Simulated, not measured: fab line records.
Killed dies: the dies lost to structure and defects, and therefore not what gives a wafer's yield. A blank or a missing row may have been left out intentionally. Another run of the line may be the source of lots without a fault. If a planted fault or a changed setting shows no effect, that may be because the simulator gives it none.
Comparing a struck lot with a sound one    flow sky130    25 out of 708 route steps
Sound: the wafers L419.2, L419.3, L419.6. The struck wafers were L427.1, L427.2, L427.3. At the end, the cause is stated.
At each step with rows: each side's tool, then ch and its chambers, then its first start. Under that, the readings that differ: sound wafers    struck wafers    difference of the means    sigmas: that difference in standard deviations of wafers without a fault.
alike: readings with means less than 2 such deviations apart, plus words and numbers identical on both sides. not compared: withheld readings, readings lacking a value on some wafer, bounds such as >300 that could conceal the same value, and numbers that have no deviation in the record and whose values overlap.
Wherever a step has rows on one side only, a row that says differs or no value, or a row with sigmas, the two part there. Numbers that don't overlap but have no deviation are shown without sigmas and don't part them. A reading that every wafer of one side lacks parts them only if that side has two wafers or more.

SKY_POLY_CUT_ETCH_11: etches Si3N4 in CF4/CH2F2/Ar, stops on poly-Si, time 43.17 s, target depth 60 nm.
  sound on rie_diel-02 ch 0,3, day 24 18:20; struck on rie_diel-04 ch 1,2, day 27 20:07
reading                sound              struck             difference  sigmas
oes_product_au (a.u.)  0.819 0.827 0.827  0.839 0.845 0.840  +0.017      +3
  alike: drypump_motor_current_A, throttle_valve_pct
  not compared: rf_hours_counter_h
SKY_POLY_CUT_STRIP_12: strips in O2/N2.
  sound on plasma_asher-04 ch 0,1, day 24 18:23; struck on plasma_asher-02 ch 0,1, day 27 20:10
reading                       sound              struck             difference  sigmas
strip_time_to_endpoint_s (s)  5.317 5.344 5.332  5.381 5.378 5.366  +0.044      +2
  alike: drypump_motor_current_A, o2_flow_sccm, oes_product_au
  not compared: rf_hours_counter_h
then, 7 steps without rows for these wafers: SKY_SD_P_DEHYDRATE_00 (time 60 s); SKY_SD_P_HMDS_01 (prime time 60 s); SKY_SD_P_COAT_02 (resist thk 1140 nm); SKY_SD_P_SOFTBAKE_03 (time 60 s); SKY_SD_P_EXPOSE_04 (exposes mask PSDM, target cd 380 nm); SKY_SD_P_PEB_05; SKY_SD_P_DEVELOP_06 (develop time 60 s).
SKY_SD_P_CD_MEAS_07: the cd target is 380 nm.
  sound: cd_sem-02 at day 25 23:46; struck: cd_sem-01 at day 29 00:13
  alike: cd_nm
SKY_SD_P_OVL_MEAS_08:
  sound: overlay-02 at day 25 23:52; struck: overlay-02 at day 29 00:20
  alike: SD_P_OVL
after that, 1 step had no rows for these wafers: SKY_SD_P_IMPLANT_09.
SKY_SD_P_STRIP_10: strips in O2/N2.
  sound on plasma_asher-04 ch 0,1, day 26 00:03; struck on plasma_asher-01 ch 0,1, day 29 00:31
reading                                    sound              struck             difference                     sigmas
oes_product_au (a.u.)                      0.614 0.612 0.619  0.801 0.800 0.797  +0.184                         +39
strip_time_to_endpoint_s (s)               17.49 17.48 17.51  - - -              no value on the struck wafers  
model.NOVOLAK_of_SD_P_COAT_02.thk_nm (nm)  0 0 0              93.66 93.56 93.6   +93.61                         
  alike: drypump_motor_current_A, o2_flow_sccm
  not compared: rf_hours_counter_h
SKY_SD_P_TW_MEAS_11:
  sound: film_metro-02 at day 26 00:10; struck: film_metro-02 at day 29 00:37
  alike: SD_P_TW
then, 8 steps without rows for these wafers: SKY_RES_XHIGH_DEHYDRATE_00 (time 60 s); SKY_RES_XHIGH_HMDS_01 (prime time 60 s); SKY_RES_XHIGH_COAT_02 (resist thk 1140 nm); SKY_RES_XHIGH_SOFTBAKE_03 (time 60 s); SKY_RES_XHIGH_EXPOSE_04 (exposes mask URPM, target cd 1270 nm); SKY_RES_XHIGH_PEB_05; SKY_RES_XHIGH_DEVELOP_06 (develop time 60 s); SKY_RES_XHIGH_IMPLANT_07.
SKY_RES_XHIGH_STRIP_08: strips in O2/N2.
  sound on plasma_asher-01 ch 0,1, day 27 05:04; struck on plasma_asher-02 ch 0,1, day 30 04:35
reading                       sound              struck             difference  sigmas
strip_time_to_endpoint_s (s)  14.04 14.03 14.06  15.48 15.43 15.49  +1.42       +32
  alike: drypump_motor_current_A, o2_flow_sccm, oes_product_au
  not compared: rf_hours_counter_h
SKY_RES_XHIGH_TW_MEAS_09:
  sound: film_metro-03 at day 27 05:10; struck: film_metro-03 at day 30 04:41
reading       sound           struck    difference  sigmas
RES_XHIGH_TW  1635 1640 1639  30 30 30  -1608       -99 or more
then, 1 step without rows for these wafers: SKY_SD_N_DEHYDRATE_00 (time 60 s).

## WHERE THEY PART
Last at SKY_RES_XHIGH_TW_MEAS_09 as far as this record goes, first at SKY_POLY_CUT_ETCH_11.

WHY: what had been put in by the simulator
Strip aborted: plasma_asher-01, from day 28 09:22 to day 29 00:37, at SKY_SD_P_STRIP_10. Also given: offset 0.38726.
